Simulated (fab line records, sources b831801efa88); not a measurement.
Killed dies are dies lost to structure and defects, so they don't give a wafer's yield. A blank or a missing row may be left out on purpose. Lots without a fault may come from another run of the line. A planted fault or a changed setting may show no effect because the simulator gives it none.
A struck lot beside a sound one | flow sky130 | 17 steps out of a route of 708
Sound: wafers L470.2, L470.3, L470.5. Struck: wafers L484.1, L484.2, L484.4. The cause comes at the end.
At each step with rows: each side's tool, then ch and its chambers, then its first start. Under that, the readings that differ: sound wafers | struck wafers | difference of the means | sigmas: that difference in standard deviations of wafers without a fault.
alike: readings whose means differ by less than 2 such deviations, and words and numbers that are the same on both sides. not compared: withheld readings, readings that some wafer has no value for, bounds like >300 that may hide the same value, and numbers for which the record gives no deviation and whose values overlap.
The two part at a step that has a row with sigmas, a row that says differs or no value, or rows on one side only. Numbers that don't overlap but have no deviation are shown without sigmas and don't part them. A reading that every wafer of one side lacks parts them only if that side has two wafers or more.

first, 1 step without rows for these wafers: SKY_VT_ADJUST_NCORE_IMPLANT_09.
SKY_VT_ADJUST_NCORE_STRIP_10: strips in O2/N2.
  sound on plasma_asher-02 ch 0,1, day 10 03:59; struck on plasma_asher-04 ch 0,1, day 13 14:07
  alike: drypump_motor_current_A, oes_product_au, strip_time_to_endpoint_s
  not compared: rf_hours_counter_h
SKY_VT_ADJUST_NCORE_TW_MEAS_11:
  sound on film_metro-03, day 10 04:05; struck on film_metro-02, day 13 14:13
  alike: VT_ADJUST_NCORE_TW
then, 7 steps without rows for these wafers: SKY_VT_ADJUST_HVTR_DEHYDRATE_00 (time 60 s); SKY_VT_ADJUST_HVTR_HMDS_01 (prime time 60 s); SKY_VT_ADJUST_HVTR_COAT_02 (resist thk 1156 nm); SKY_VT_ADJUST_HVTR_SOFTBAKE_03 (time 60 s); SKY_VT_ADJUST_HVTR_EXPOSE_04 (exposes mask HVTRM, target cd 380 nm); SKY_VT_ADJUST_HVTR_PEB_05; SKY_VT_ADJUST_HVTR_DEVELOP_06 (develop time 60 s).
SKY_VT_ADJUST_HVTR_CD_MEAS_07: target cd 380 nm.
  sound on cd_sem-02, day 11 02:15; struck on cd_sem-01, day 14 16:04
  alike: cd_nm
SKY_VT_ADJUST_HVTR_OVL_MEAS_08:
  sound on overlay-02, day 11 02:21; struck on overlay-02, day 14 16:11
  alike: VT_ADJUST_HVTR_OVL
SKY_VT_ADJUST_HVTR_IMPLANT_09:
  sound on implanter-03 ch 0, day 11 02:25; struck on implanter-03 ch 0, day 14 16:32
SKY_VT_ADJUST_HVTR_STRIP_10: strips in O2/N2.
  sound on plasma_asher-01 ch 0,1, day 11 02:32; struck on plasma_asher-02 ch 0,1, day 14 16:41
  alike: drypump_motor_current_A, oes_product_au, strip_time_to_endpoint_s
  not compared: rf_hours_counter_h
SKY_VT_ADJUST_HVTR_TW_MEAS_11:
  sound on film_metro-01, day 11 02:38; struck on film_metro-03, day 14 16:47
  reading           | sound             | struck            | difference | sigmas
  VT_ADJUST_HVTR_TW | 210.0 212.2 210.5 | 260.0 260.6 260.4 | +49.4      | +29
then, 1 step without rows for these wafers: SKY_VT_ADJUST_PCH_DEHYDRATE_00 (time 60 s).
-- the record jumps here: 35 days lie between the struck wafers' starts before and after (it left off in module VT_ADJUST_PCH and takes up again in module PAD_OPEN, whose first step shown is number 708 of the route) --
SKY_PAD_OPEN_PROBE_99:
  sound on prober-01, day 47 03:21; struck on prober-02, day 49 23:50
  reading                                   | sound                   | struck                  | difference | sigmas
  model.etest.pfet_01v8_mvt.drive_ua_um     | 152.6 147.2 149.9       | 193.5 197.3 192.3       | +44.5      |
  model.etest.pfet_01v8_mvt.off_log10_a_um  | -10.53 -10.72 -10.54    | -6.822 -7.068 -7.109    | +3.597     |
  model.etest.pfet_01v8_mvt.vt_sat_v (V)    | -0.5563 -0.5695 -0.5645 | -0.1444 -0.1681 -0.1699 | +0.4026    |
  model.etest.pfet_01v8_mvt.vt_v (V)        | -0.6462 -0.6579 -0.653  | -0.3031 -0.3244 -0.3255 | +0.3347    |
  model.etest.pfet_01v8_mvt.vt_long_v (V)   | -0.8567 -0.8618 -0.862  | -0.5674 -0.5843 -0.5846 | +0.2814    |
  model.etest.pfet_01v8_mvt.body_rise_v (V) | -0.1878 -0.19 -0.1891   | -0.1978 -0.1948 -0.1955 | -0.0071    |
  alike: killed_at_M0_to_M3, killed_at_M4_up, killed_at_contacts, killed_at_front_end, killed_at_other, killed_dies, killed_open, killed_short

WHERE THEY PART
Only at SKY_VT_ADJUST_HVTR_TW_MEAS_11, within this record. Later steps at which nothing parts them and some readings are alike: SKY_PAD_OPEN_PROBE_99.

WHY: what the simulator had put in
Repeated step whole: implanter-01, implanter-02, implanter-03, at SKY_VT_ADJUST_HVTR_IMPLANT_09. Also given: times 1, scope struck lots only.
